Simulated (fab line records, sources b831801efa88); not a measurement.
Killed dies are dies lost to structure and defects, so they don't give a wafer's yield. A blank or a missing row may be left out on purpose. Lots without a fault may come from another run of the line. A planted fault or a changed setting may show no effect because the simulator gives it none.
Which tool did it? | flow sky130 | 12 lots, 35 wafers sampled, at 5 steps of a route of 708

WHAT THE GAUGES READ, wafer by wafer
The record holds no reading of a measuring or inspecting step that can be judged against a usual standard deviation.

WHICH TOOL RAN EACH LOT (tool, then ch and the chambers of the sampled wafers, then the start)
lot  | SKY_METAL1_ETCH_18                | SKY_VIA1_SPUTTER_20          | SKY_VIA1_CVD_21               | SKY_METAL2_SPUTTER_00        | SKY_PAD_OPEN_PROBE_99
L449 | rie_metal-03 ch 0,1, day 32 16:42 | pvd_sputter-01, day 33 21:41 | cvd_w-01 ch 0,1, day 33 21:45 | pvd_sputter-02, day 33 22:19 | prober-01, day 45 17:59
L452 | rie_metal-01 ch 0,1, day 34 05:39 | pvd_sputter-03, day 35 10:32 | cvd_w-01 ch 0,1, day 35 10:35 | pvd_sputter-01, day 35 11:10 | prober-02, day 46 22:55
L453 | rie_metal-01 ch 0,1, day 34 07:03 | pvd_sputter-01, day 35 12:03 | cvd_w-01 ch 0,1, day 35 12:07 | pvd_sputter-03, day 35 12:41 | prober-02, day 46 23:50
L456 | rie_metal-01 ch 0,1, day 34 23:21 | pvd_sputter-01, day 36 03:41 | cvd_w-01 ch 0,1, day 36 03:44 | pvd_sputter-02, day 36 04:19 | prober-01, day 47 11:44
L459 | rie_metal-04 ch 0,1, day 36 00:56 | pvd_sputter-04, day 37 05:42 | cvd_w-01 ch 0,1, day 37 05:48 | pvd_sputter-01, day 37 06:20 | prober-01, day 48 06:57
L458 | rie_metal-03 ch 0,1, day 36 07:10 | pvd_sputter-01, day 37 11:01 | cvd_w-01 ch 0,1, day 37 11:06 | pvd_sputter-02, day 37 11:39 | prober-02, day 48 11:17
L461 | rie_metal-01 ch 0,1, day 36 15:57 | pvd_sputter-03, day 37 20:06 | cvd_w-01 ch 0,1, day 37 20:10 | pvd_sputter-01, day 37 20:53 | prober-01, day 48 18:59
L464 | rie_metal-03 ch 0,1, day 37 13:22 | pvd_sputter-01, day 38 17:35 | cvd_w-02 ch 0,1, day 38 17:41 | pvd_sputter-03, day 38 18:13 | prober-02, day 49 08:15
L465 | rie_metal-03 ch 0,1, day 37 18:45 | pvd_sputter-03, day 38 22:45 | cvd_w-02 ch 0,1, day 38 22:49 | pvd_sputter-01, day 38 23:23 | prober-01, day 49 13:29
L466 | rie_metal-01 ch 0,1, day 38 06:54 | pvd_sputter-01, day 39 10:05 | cvd_w-01 ch 0,1, day 39 10:09 | pvd_sputter-01, day 39 10:44 | prober-02, day 49 20:23
L469 | rie_metal-03 ch 1, day 38 22:48   | pvd_sputter-03, day 40 02:18 | cvd_w-01 ch 0,1, day 40 02:22 | pvd_sputter-03, day 40 02:56 | prober-02, day 50 08:26
L470 | rie_metal-04 ch 1, day 39 07:02   | pvd_sputter-03, day 40 09:25 | cvd_w-02 ch 0,1, day 40 09:28 | pvd_sputter-03, day 40 10:02 | prober-02, day 50 13:10
- SKY_METAL1_ETCH_18: etches BARC in N2/H2, stops on SiO2, time 45.9 s, target depth 60 nm.
- SKY_VIA1_SPUTTER_20: material TiN, target thk 20 nm, time 80 s.
- SKY_VIA1_CVD_21: deposits W, target thk 270 nm, time 80.902 s.
- SKY_METAL2_SPUTTER_00: material Ti, target thk 15 nm, time 10 s.
- SKY_PAD_OPEN_PROBE_99

WHAT THE TOOLS THEMSELVES READ (means of the sampled wafers that have a number; where no wafer has one, the mark that the record gives instead)
SKY_METAL1_ETCH_18. Usual: drypump_motor_current_A 5.84 A, standard deviation 0.23; h2_flow_sccm 199.9 sccm, standard deviation 0.63; oes_product_au 0.855 a.u., standard deviation 0.0051; throttle_valve_pct 13.224 %, standard deviation 0.0087.
lot  | tool         | drypump_motor_current_A (A) | h2_flow_sccm (sccm) | oes_product_au (a.u.) | throttle_valve_pct (%) | flag
L449 | rie_metal-03 | 5.55                        | 199.5               | 0.859                 | 13.231                 |
L452 | rie_metal-01 | 5.85                        | 199.9               | 0.862                 | 13.219                 |
L453 | rie_metal-01 | 5.98                        | 199.2               | 0.855                 | 13.221                 |
L456 | rie_metal-01 | 5.98                        | 200.3               | 0.855                 | 13.219                 |
L459 | rie_metal-04 | 5.99                        | 200.4               | 0.857                 | 13.223                 |
L458 | rie_metal-03 | 5.62                        | 200.0               | 0.855                 | 13.227                 |
L461 | rie_metal-01 | 5.98                        | 201.2               | 0.861                 | 13.226                 |
L464 | rie_metal-03 | 5.55                        | 200.0               | 0.850                 | 13.227                 |
L465 | rie_metal-03 | 5.70                        | 199.4               | 0.849                 | 13.226                 |
L466 | rie_metal-01 | 5.85                        | 200.3               | 0.854                 | 13.233                 |
L469 | rie_metal-03 | 5.40                        | 200.6               | 0.850                 | 13.223                 |
L470 | rie_metal-04 | 5.81                        | 199.9               | 0.850                 | 13.222                 |

SKY_VIA1_SPUTTER_20. Usual: cathode_dc_power_W 4000.0 W, standard deviation 0.6; throttle_valve_pct 30.2 %, standard deviation 0.94.
lot  | tool           | cathode_dc_power_W (W) | throttle_valve_pct (%) | flag
L449 | pvd_sputter-01 | 4000.2                 | 30.5                   |
L452 | pvd_sputter-03 | 3999.9                 | 30.1                   |
L453 | pvd_sputter-01 | 3999.5                 | 30.5                   |
L456 | pvd_sputter-01 | 4000.0                 | 30.5                   |
L459 | pvd_sputter-04 | 4000.2                 | 29.7                   |
L458 | pvd_sputter-01 | 3999.1                 | 30.1                   |
L461 | pvd_sputter-03 | 4000.1                 | 29.9                   |
L464 | pvd_sputter-01 | 4000.3                 | 30.2                   |
L465 | pvd_sputter-03 | 3999.9                 | 30.9                   |
L466 | pvd_sputter-01 | 4000.8                 | 30.4                   |
L469 | pvd_sputter-03 | 4000.1                 | 31.1                   |
L470 | pvd_sputter-03 | 3999.8                 | 30.4                   |

SKY_VIA1_CVD_21. Usual: heater_power_w 800 W, standard deviation 32.
lot  | tool     | heater_power_w (W) | flag
L449 | cvd_w-01 | 816                |
L452 | cvd_w-01 | 817                |
L453 | cvd_w-01 | 815                |
L456 | cvd_w-01 | 806                |
L459 | cvd_w-01 | 808                |
L458 | cvd_w-01 | 830                |
L461 | cvd_w-01 | 829                |
L464 | cvd_w-02 | 807                |
L465 | cvd_w-02 | 811                |
L466 | cvd_w-01 | 770                |
L469 | cvd_w-01 | 789                |
L470 | cvd_w-02 | 793                |

SKY_METAL2_SPUTTER_00. Usual: cathode_dc_power_W 3000.0 W, standard deviation 0.57; throttle_valve_pct 30.1 %, standard deviation 1.
lot  | tool           | cathode_dc_power_W (W) | throttle_valve_pct (%) | flag
L449 | pvd_sputter-02 | 3000.1                 | 29.4                   |
L452 | pvd_sputter-01 | 3000.4                 | 30.9                   |
L453 | pvd_sputter-03 | 3000.0                 | 30.1                   |
L456 | pvd_sputter-02 | 3000.1                 | 30.4                   |
L459 | pvd_sputter-01 | 2999.2                 | 30.8                   |
L458 | pvd_sputter-02 | 3139.2                 | 28.7                   | OFF
L461 | pvd_sputter-01 | 2998.8                 | 30.6                   |
L464 | pvd_sputter-03 | 3000.0                 | 29.5                   |
L465 | pvd_sputter-01 | 3000.3                 | 30.4                   |
L466 | pvd_sputter-01 | 3000.2                 | 30.4                   |
L469 | pvd_sputter-03 | 3000.1                 | 31.5                   |
L470 | pvd_sputter-03 | 2999.5                 | 30.6                   |

SKY_PAD_OPEN_PROBE_99. Usual: defect_limited_yield 82.7 %, standard deviation 2.1; killed_at_M0_to_M3 43, standard deviation 7.2; killed_at_M4_up 3.2, standard deviation 1.8; killed_at_contacts 23, standard deviation 5.6; killed_at_front_end 15, standard deviation 4.6; killed_at_other 0.3, standard deviation 0.71; killed_dies 85, standard deviation 10; killed_on_rim 16, standard deviation 4.1; killed_open 46, standard deviation 7.8; killed_short 38, standard deviation 6.5; sort_bin_3_pad_short 0.8 %, standard deviation 0.38; sort_bin_5_function 10.2 %, standard deviation 1.5; sort_bin_6_memory 6.3 %, standard deviation 1.2; sort_n_pass 407, standard deviation 10; sort_yield_pct 82.7 %, standard deviation 2.1.
lot  | tool      | defect_limited_yield (%) | killed_at_M0_to_M3 | killed_at_M4_up | killed_at_contacts | killed_at_front_end | killed_at_other | killed_dies | killed_on_rim | killed_open | killed_short | sort_bin_3_pad_short (%) | sort_bin_5_function (%) | sort_bin_6_memory (%) | sort_n_pass | sort_yield_pct (%) | flag
L449 | prober-01 | 83.9                     | 32                 | 3.7             | 22                 | 21                  | 0.3             | 79          | 15            | 38          | 40           | 0.9                      | 8.7                     | 6.5                   | 413         | 83.9               |
L452 | prober-02 | 83.7                     | 44                 | 4.0             | 21                 | 12                  | 0.0             | 80          | 16            | 42          | 37           | 0.7                      | 9.5                     | 6.0                   | 412         | 83.7               |
L453 | prober-02 | 82.4                     | 47                 | 5.3             | 21                 | 13                  | 0.3             | 86          | 14            | 48          | 38           | 0.7                      | 9.9                     | 6.9                   | 406         | 82.4               |
L456 | prober-01 | 81.8                     | 41                 | 3.7             | 28                 | 17                  | 0.0             | 89          | 16            | 48          | 41           | 0.4                      | 11.3                    | 6.4                   | 403         | 81.8               |
L459 | prober-01 | 83.5                     | 41                 | 1.7             | 21                 | 17                  | 0.0             | 81          | 16            | 46          | 35           | 0.5                      | 9.3                     | 6.6                   | 411         | 83.5               |
L458 | prober-02 | 82.3                     | 44                 | 4.0             | 22                 | 17                  | 0.0             | 87          | 15            | 42          | 45           | 0.4                      | 11.2                    | 6.1                   | 405         | 82.3               |
L461 | prober-01 | 81.6                     | 45                 | 2.3             | 22                 | 20                  | 0.3             | 90          | 15            | 50          | 40           | 0.9                      | 10.9                    | 6.6                   | 402         | 81.6               |
L464 | prober-02 | 83.1                     | 40                 | 1.7             | 23                 | 18                  | 0.0             | 83          | 16            | 45          | 38           | 0.8                      | 10.3                    | 5.8                   | 409         | 83.1               |
L465 | prober-01 | 83.5                     | 40                 | 2.7             | 25                 | 12                  | 0.7             | 81          | 16            | 44          | 36           | 0.9                      | 10.2                    | 5.5                   | 411         | 83.5               |
L466 | prober-02 | 82.0                     | 44                 | 3.7             | 24                 | 16                  | 0.7             | 89          | 20            | 50          | 39           | 1.3                      | 9.8                     | 7.0                   | 403         | 82.0               |
L469 | prober-02 | 81.2                     | 46                 | 4.7             | 26                 | 15                  | 0.0             | 92          | 16            | 55          | 37           | 0.8                      | 10.8                    | 7.2                   | 400         | 81.2               |
L470 | prober-02 | 85.3                     | 35                 | 2.3             | 17                 | 17                  | 1.0             | 72          | 15            | 38          | 34           | 0.7                      | 9.2                     | 4.8                   | 420         | 85.3               |

THE ANSWER, worked out from the rows above alone
Rule: a lot is off if the mean of its wafers that have a number lies more than 3 standard deviations from the usual mean. A lot without any number at a reading at which 4 lots or more have one is off too. The other lots that the step has rows for count as sound. The gauges are gone through in route order, then the tools' own readings, and for those a lot's mean is taken as printed above. The first step at which some lot is off is used, and at that step the reading that is off furthest; a lot without a number counts as furthest.
Off: L458, at SKY_METAL2_SPUTTER_00 (cathode_dc_power_W).
A tool fits if, at that step or a process step before it, it ran every lot that is off, and no sound lot after the first of them. One fits: pvd_sputter-02 at SKY_METAL2_SPUTTER_00. Its last sound lot is L456 (day 36 04:19), its first lot that is off L458 (day 37 11:39): a fault that began between those two fits.
The tool's own readings at SKY_METAL2_SPUTTER_00 bear it out: on the lots that are off they differ by more than 5 times the standard deviation of the sound lots' means. cathode_dc_power_W reads 3139.2 W there against 2999.9 W on the sound lots.

WHAT THE SIMULATOR HAD PUT IN
Process parameter drift: pvd_sputter-02, from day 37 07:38 on, at SKY_METAL2_SPUTTER_00. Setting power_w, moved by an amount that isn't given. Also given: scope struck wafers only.
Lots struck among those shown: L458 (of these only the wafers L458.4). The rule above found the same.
